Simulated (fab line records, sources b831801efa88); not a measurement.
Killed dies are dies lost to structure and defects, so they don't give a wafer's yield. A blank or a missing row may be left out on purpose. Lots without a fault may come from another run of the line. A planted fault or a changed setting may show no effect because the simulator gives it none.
Which tool did it? | flow sky130 | 15 lots, 45 wafers sampled, at 2 steps of a route of 708

WHAT THE GAUGES READ, wafer by wafer
SKY_VIA2_RS_MEAS_22: measures by four-point-probe. Usual: VIA2_W_RS 0.2754 ohm/sq, standard deviation 0.0024.
lot  | measured     | on            | VIA2_W_RS (ohm/sq)   | flag
L905 | day 36 14:05 | film_metro-02 | 0.2756 0.2738 0.2726 |
L906 | day 36 23:40 | film_metro-01 | 0.2757 0.2796 0.2782 |
L907 | day 37 12:14 | film_metro-02 | 0.2751 0.2764 0.2729 |
L910 | day 38 10:56 | film_metro-02 | 0.2761 0.2787 0.2779 |
L911 | day 38 17:58 | film_metro-04 | 0.2760 0.2727 0.2727 |
L912 | day 39 02:13 | film_metro-04 | 0.2728 0.2742 0.2701 |
L913 | day 39 15:10 | film_metro-02 | 0.2797 0.2760 0.2709 |
L914 | day 39 15:30 | film_metro-02 | 0.2786 0.2780 0.2767 |
L915 | day 39 23:05 | film_metro-04 | 0.2718 0.2717 0.2717 |
L916 | day 40 14:11 | film_metro-02 | 0.2785 0.2739 0.2782 |
L923 | day 42 05:38 | film_metro-02 | 0.2742 0.2735 0.2779 |
L924 | day 42 16:23 | film_metro-01 | 0.2767 0.2741 0.2727 |
L925 | day 42 21:16 | film_metro-01 | 0.2752 0.2786 0.2782 |
L926 | day 43 02:01 | film_metro-04 | 0.2776 0.2770 0.2752 |
L927 | day 43 02:36 | film_metro-01 | 0.2780 0.2746 0.2758 |

SKY_VIA2_THK_MEAS_23: measures by xrf. Usual: VIA2_W_THK 387 nm, standard deviation 6.1.
lot  | measured     | on            | VIA2_W_THK (nm) | flag
L905 | day 36 14:12 | film_metro-02 | 386 393 393     |
L906 | day 36 23:47 | film_metro-01 | 382 378 379     |
L907 | day 37 12:21 | film_metro-02 | 389 387 390     |
L910 | day 38 11:02 | film_metro-02 | 386 383 382     |
L911 | day 38 18:04 | film_metro-04 | 393 396 396     |
L912 | day 39 02:20 | film_metro-04 | 399 393 403     |
L913 | day 39 15:17 | film_metro-02 | 380 384 392     |
L914 | day 39 15:37 | film_metro-02 | 382 384 387     |
L915 | day 39 23:12 | film_metro-04 | 399 398 397     |
L916 | day 40 14:16 | film_metro-02 | 382 384 382     |
L923 | day 42 05:45 | film_metro-02 | 392 395 390     |
L924 | day 42 16:28 | film_metro-01 | 381 383 384     |
L925 | day 42 21:23 | film_metro-01 | 377 378 375     |
L926 | day 43 02:08 | film_metro-04 | 395 394 393     |
L927 | day 43 02:43 | film_metro-01 | 377 381 380     |

WHICH TOOL RAN EACH LOT (tool, then ch and the chambers of the sampled wafers, then the start)
The record holds no process step before these readings.

WHAT THE TOOLS THEMSELVES READ (means of the sampled wafers that have a number; where no wafer has one, the mark that the record gives instead)
The record holds no such reading with a usual standard deviation.

THE ANSWER, worked out from the rows above alone
Rule: a lot is off if the mean of its wafers that have a number lies more than 3 standard deviations from the usual mean. A lot without any number at a reading at which 4 lots or more have one is off too. The other lots that the step has rows for count as sound. The gauges are gone through in route order, then the tools' own readings, and for those a lot's mean is taken as printed above. The first step at which some lot is off is used, and at that step the reading that is off furthest; a lot without a number counts as furthest.
No lot is off at any reading shown: from this, nothing can be told.

WHAT THE SIMULATOR HAD PUT IN
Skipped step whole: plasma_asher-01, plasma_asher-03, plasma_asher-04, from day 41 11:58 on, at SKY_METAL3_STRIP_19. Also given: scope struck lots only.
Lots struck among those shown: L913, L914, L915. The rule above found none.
